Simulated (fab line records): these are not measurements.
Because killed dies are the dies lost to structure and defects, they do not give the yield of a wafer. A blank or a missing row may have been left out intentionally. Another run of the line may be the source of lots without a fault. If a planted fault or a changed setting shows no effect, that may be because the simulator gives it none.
Which tool did it? + flow gf180mcu + Sampling: 12 lots, 34 wafers, 6 of 602 route steps

== WHAT THE GAUGES SHOWED, per wafer ==
GF_STI_THK_MEAS_02.
| lot  | measured    | on           | STI_OXIDATION_THK (nm) |
|------|-------------|--------------|------------------------|
| L374 | day 1 11:31 | filmMetro-03 | 10.04 10.12 10.19      |
| L375 | day 1 16:38 | filmMetro-03 | 9.89 9.80 10.07        |
| L376 | day 1 22:14 | filmMetro-03 | 9.85 9.97 10.06        |
| L377 | day 2 03:38 | filmMetro-03 | 9.90 9.85 9.86         |
| L378 | day 2 08:40 | filmMetro-03 | 9.52 9.65 9.76         |
| L379 | day 2 12:31 | filmMetro-02 | 9.99 9.94 9.96         |
| L384 | day 3 13:55 | filmMetro-01 | 9.66 9.56              |
| L388 | day 4 10:44 | filmMetro-03 | 9.82 9.83              |
| L389 | day 4 15:39 | filmMetro-03 | 9.73 9.72 9.80         |
| L391 | day 5 00:31 | filmMetro-01 | 9.84 9.68 9.70         |
| L392 | day 5 06:19 | filmMetro-01 | 9.52 9.50 9.44         |
| L393 | day 5 10:31 | filmMetro-03 | 10.40 10.21 10.23      |

GF_STI_THK_MEAS_24.
| lot  | measured    | on           | STI_CVD_23_THK (nm) |
|------|-------------|--------------|---------------------|
| L374 | day 2 04:50 | filmMetro-01 | 649 642 652         |
| L375 | day 2 09:56 | filmMetro-02 | 654 656 654         |
| L376 | day 2 14:06 | filmMetro-02 | 650 648 658         |
| L377 | day 2 20:27 | filmMetro-01 | 656 655 659         |
| L378 | day 3 01:24 | filmMetro-01 | 647 656 651         |
| L379 | day 3 06:34 | filmMetro-02 | 652 654 650         |
| L384 | day 4 07:10 | filmMetro-02 | 303 660             |
| L388 | day 5 04:09 | filmMetro-01 | 293 662             |
| L389 | day 5 09:29 | filmMetro-02 | 297 658 644         |
| L391 | day 5 19:14 | filmMetro-01 | 654 652 655         |
| L392 | day 6 00:47 | filmMetro-01 | 650 649 653         |
| L393 | day 6 05:53 | filmMetro-01 | 657 662 657         |

GF_NWELL_TW_MEAS_11.
| lot  | measured    | on           | NWELL_TW       |
|------|-------------|--------------|----------------|
| L374 | day 3 08:55 | filmMetro-04 | 1582 1580 1583 |
| L375 | day 3 14:11 | filmMetro-04 | 1567 1574 1581 |
| L376 | day 3 19:39 | filmMetro-02 | 1543 1547 1542 |
| L377 | day 4 00:30 | filmMetro-03 | 1575 1570 1573 |
| L378 | day 4 07:38 | filmMetro-03 | 1560 1562 1575 |
| L379 | day 4 12:32 | filmMetro-03 | 1562 1563 1560 |
| L384 | day 5 13:46 | filmMetro-04 | 1583           |
| L388 | day 6 12:26 | filmMetro-03 | 1568           |
| L389 | day 6 18:11 | filmMetro-04 | 1581 1581      |
| L391 | day 7 03:59 | filmMetro-03 | 1565 1560 1560 |
| L392 | day 7 09:56 | filmMetro-02 | 1571 1573 1578 |
| L393 | day 7 15:24 | filmMetro-03 | 1563 1560 1561 |

GF_MVPSD_TW_MEAS_11.
| lot  | measured    | on           | MVPSD_TW    |
|------|-------------|--------------|-------------|
| L374 | day 5 01:56 | filmMetro-04 | 553 557 555 |
| L375 | day 5 07:56 | filmMetro-03 | 545 547 548 |
| L376 | day 5 13:35 | filmMetro-03 | 544 545 547 |
| L377 | day 5 18:20 | filmMetro-04 | 559 556 556 |
| L378 | day 6 02:17 | filmMetro-02 | 549 550 547 |
| L379 | day 6 08:02 | filmMetro-02 | 547 548 546 |
| L384 | day 7 10:59 | filmMetro-03 | 553         |
| L388 | day 8 12:53 | filmMetro-02 | 554         |
| L389 | day 8 18:35 | filmMetro-03 | 549 551     |
| L391 | day 9 06:14 | filmMetro-02 | 549 550 544 |
| L392 | day 9 12:32 | filmMetro-03 | 545 546 546 |
| L393 | day 9 18:44 | filmMetro-04 | 554 548 553 |

== WHICH TOOL RAN EACH LOT (tool, then ch and the chambers of the sampled wafers, then the start) ==
| lot  | GF_STI_CVD_23                   | GF_STI_CMP_25                |
|------|---------------------------------|------------------------------|
| L374 | hdpcvd-02 ch 0,1, day 2 04:44   | cmp-02 ch 0,1, day 2 04:58   |
| L375 | hdpcvd-02 ch 1,2, day 2 09:52   | cmp-01 ch 1,2, day 2 10:02   |
| L376 | hdpcvd-01 ch 0,1,2, day 2 14:01 | cmp-02 ch 1,2,3, day 2 14:23 |
| L377 | hdpcvd-02 ch 0,2, day 2 20:23   | cmp-01 ch 1,3, day 2 20:34   |
| L378 | hdpcvd-01 ch 1,2, day 3 01:19   | cmp-01 ch 0,1, day 3 01:28   |
| L379 | hdpcvd-02 ch 0,1,2, day 3 06:29 | cmp-01 ch 0,1,2, day 3 06:46 |
| L384 | hdpcvd-02 ch 0, day 4 07:04     | cmp-01 ch 0,3, day 4 07:22   |
| L388 | hdpcvd-02 ch 0,2, day 5 04:04   | cmp-01 ch 1,2, day 5 04:14   |
| L389 | hdpcvd-02 ch 1,2, day 5 09:24   | cmp-01 ch 0,2,3, day 5 09:38 |
| L391 | hdpcvd-01 ch 0,2, day 5 19:10   | cmp-01 ch 1,2,3, day 5 19:18 |
| L392 | hdpcvd-01 ch 0,1, day 6 00:43   | cmp-02 ch 0,2,3, day 6 00:51 |
| L393 | hdpcvd-01 ch 1,2, day 6 05:48   | cmp-01 ch 0,1, day 6 05:56   |
- GF_STI_CVD_23: deposits SiO2, target thk 650 nm, time 108.3 s.
- GF_STI_CMP_25: polishes, stops on Si3N4, t overpolish 33 s, target thk 524.6 nm.

== AS READ BY THE TOOLS THEMSELVES (means over the sampled wafers that have a number; for cases with no such wafer, the mark the record gives instead) ==
GF_STI_CMP_25.
| lot  | tool   | motorCurrentA (A) | retainingRingPressureFrac | timeToEndpointS (s) |
|------|--------|-------------------|---------------------------|---------------------|
| L374 | cmp-02 | 12.4              | 1.001                     | 124                 |
| L375 | cmp-01 | 12.8              | 1.002                     | 130                 |
| L376 | cmp-02 | 12.1              | 1.006                     | 122                 |
| L377 | cmp-01 | 13.3              | 1.001                     | 130                 |
| L378 | cmp-01 | 12.8              | 0.997                     | 131                 |
| L379 | cmp-01 | 11.3              | 1.004                     | 131                 |
| L384 | cmp-01 | 12.3              | 1.000                     | 88                  |
| L388 | cmp-01 | 11.9              | 1.003                     | 83                  |
| L389 | cmp-01 | 11.1              | 1.003                     | 99                  |
| L391 | cmp-01 | 12.5              | 1.003                     | 120                 |
| L392 | cmp-02 | 12.4              | 0.998                     | 117                 |
| L393 | cmp-01 | 13.0              | 0.999                     | 124                 |

== THE ANSWER, worked out from the rows above alone ==
Rule: the usual values come from the lots themselves. Put in order of their means at a reading, lots are off if they are a third of the lots or fewer, leave a main group of 4 or more, and stand apart from it by a gap of 3 or more times the standard deviation of the main group's means; of several such gaps the widest counts. Not used: any main group whose means are identical at the precision the tables above print for the reading. A lot without any number at a reading at which 4 lots or more have one is off too. The other lots that the step has rows for count as sound. First the gauges in route order, then the tools' own readings, where a lot's mean is used as printed above. The first step at which some lot is off is used, and at that step the reading that is off furthest; a lot without a number counts as furthest.
Off: L384, L388, L389, at GF_STI_THK_MEAS_24 (STI_CVD_23_THK). The main group has a mean of 653 nm with a standard deviation of 3.1.
A tool fits if, at a process step before that reading, it ran every lot that is off, and no sound lot after the first of them. Not tried: the gauges at GF_STI_THK_MEAS_24; whatever is off there is also off at GF_STI_CMP_25, on other tools, and gauge error can't account for it. One fits: hdpcvd-02 at GF_STI_CVD_23. Its last sound lot is L379 (day 3 06:29), its first lot that is off L384 (day 4 07:04): a fault that began between those two fits.

== WHAT HAD BEEN PUT IN BY THE SIMULATOR ==
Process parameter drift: hdpcvd-02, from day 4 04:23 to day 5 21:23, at GF_STI_CVD_23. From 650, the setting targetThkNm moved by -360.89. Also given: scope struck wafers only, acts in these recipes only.
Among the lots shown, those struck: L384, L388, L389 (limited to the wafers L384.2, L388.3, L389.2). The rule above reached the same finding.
